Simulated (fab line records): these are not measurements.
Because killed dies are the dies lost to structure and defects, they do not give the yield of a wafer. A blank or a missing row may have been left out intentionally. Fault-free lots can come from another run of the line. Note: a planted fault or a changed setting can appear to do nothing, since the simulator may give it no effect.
A lot that was struck, set against a sound lot	flow sky130	17 out of 708 route steps
Sound: wafers L825.2, L825.4, L825.6. Struck: wafers L837.1, L837.4. (L837.5 of the same lot was not struck and is left out.) The cause comes at the end.
For every step that has rows: the tool of each side, followed by ch and its chambers, followed by its first start. Under that, the readings that differ: sound wafers	struck wafers	difference of the means	sigmas: that difference in standard deviations of wafers without a fault.
alike: same words and numbers on both sides, and readings whose means sit less than 2 such deviations apart. not compared: any withheld reading, any reading some wafer has no value for, any bound like >300 that may hide the same value, and any number with overlapping values for which the record gives no deviation.
The two part at a step that has a row with sigmas, a row that says differs or no value, or rows on one side only. Non-overlapping numbers with no deviation appear without sigmas and do not part them. A reading missing from all wafers of one side parts the sides only when that side holds two or more wafers.

SKY_LDD_P_OVL_MEAS_08:
  struck on overlay-01, day 24 00:22; sound on overlay-01, day 19 13:53
  alike: LDD_P_OVL
then, 1 step without rows for these wafers: SKY_LDD_P_IMPLANT_09.
SKY_LDD_P_STRIP_10: strips in O2/N2.
  sound on plasmaAsher-03 ch 0, day 19 14:04; struck on plasmaAsher-01 ch 1, day 24 00:34
  alike: drypumpMotorCurrentA, oesProductAu, stripTimeToEndpointS
  not compared: rfHoursCounterH
SKY_LDD_P_TW_MEAS_11:
  struck on filmMetro-03, day 24 00:40; sound on filmMetro-03, day 19 14:10
  alike: LDD_P_TW
then, 7 steps without rows for these wafers: SKY_LDD_HVN_DEHYDRATE_00 (time 60 s); SKY_LDD_HVN_HMDS_01 (prime time 60 s); SKY_LDD_HVN_COAT_02 (resist thk 300 nm); SKY_LDD_HVN_SOFTBAKE_03 (time 60 s); SKY_LDD_HVN_EXPOSE_04 (exposes mask HVNTM, target cd 700 nm); SKY_LDD_HVN_PEB_05; SKY_LDD_HVN_DEVELOP_06 (develop time 60 s).
SKY_LDD_HVN_OVL_MEAS_07:
  struck on overlay-02, day 25 05:44; sound on overlay-01, day 20 20:37
  alike: LDD_HVN_OVL
SKY_LDD_HVN_IMPLANT_08:
  sound on implanter-01 ch 0, day 20 20:40; struck on implanter-02 ch 0, day 25 05:46
  alike: beamEnergyKeV
SKY_LDD_HVN_STRIP_09: strips in O2/N2.
  sound on plasmaAsher-01 ch 0,1, day 20 20:47; struck on plasmaAsher-04 ch 1, day 25 05:55
reading	sound	struck	difference	sigmas
drypumpMotorCurrentA (A)	5.3 6.2 6.1	5.1 5.1	-0.8	-2
  alike: oesProductAu, stripTimeToEndpointS
  not compared: rfHoursCounterH
SKY_LDD_HVN_TW_MEAS_10:
  struck on filmMetro-03, day 25 06:01; sound on filmMetro-02, day 20 20:54
reading	sound	struck	difference	sigmas
LDD_HVN_TW	1431 1430 1424	1388 1390	-39	-3
then, 1 step without rows for these wafers: SKY_LDD_HVP_DEHYDRATE_00 (time 60 s).
-- the record jumps here: 24 days lie between the struck wafers' starts before and after (it left off in module LDD_HVP and takes up again in module PAD_OPEN, whose first step shown is number 708 of the route) --
SKY_PAD_OPEN_PROBE_99:
  struck on prober-02, day 48 23:37; sound on prober-01, day 46 02:54
reading	sound	struck	difference	sigmas
model.etest.tip_n_5v.rsOhmSq	1376 1372 1385	1609 1593	+223	
model.etest.tip_n_5v.rsOhmSqRange	24.94 15.54 21.99	181.8 199.1	+169.6	
model.etest.tip_n_5v.rsOhmSqRimLessCentre	2.145 0.3802 -6.782	-71.65 -95.73	-82.27	
  alike: killed_at_M0_to_M3, killed_at_M4_up, killedAtContacts, killedAtFrontEnd, killedAtOther, killedDies, killedOpen, killedShort

## WHERE THEY PART
Last at SKY_LDD_HVN_TW_MEAS_10 as far as this record goes, first at SKY_LDD_HVN_STRIP_09. Later steps at which nothing parts them and some readings are alike: SKY_PAD_OPEN_PROBE_99.

WHY: what had been put in by the simulator
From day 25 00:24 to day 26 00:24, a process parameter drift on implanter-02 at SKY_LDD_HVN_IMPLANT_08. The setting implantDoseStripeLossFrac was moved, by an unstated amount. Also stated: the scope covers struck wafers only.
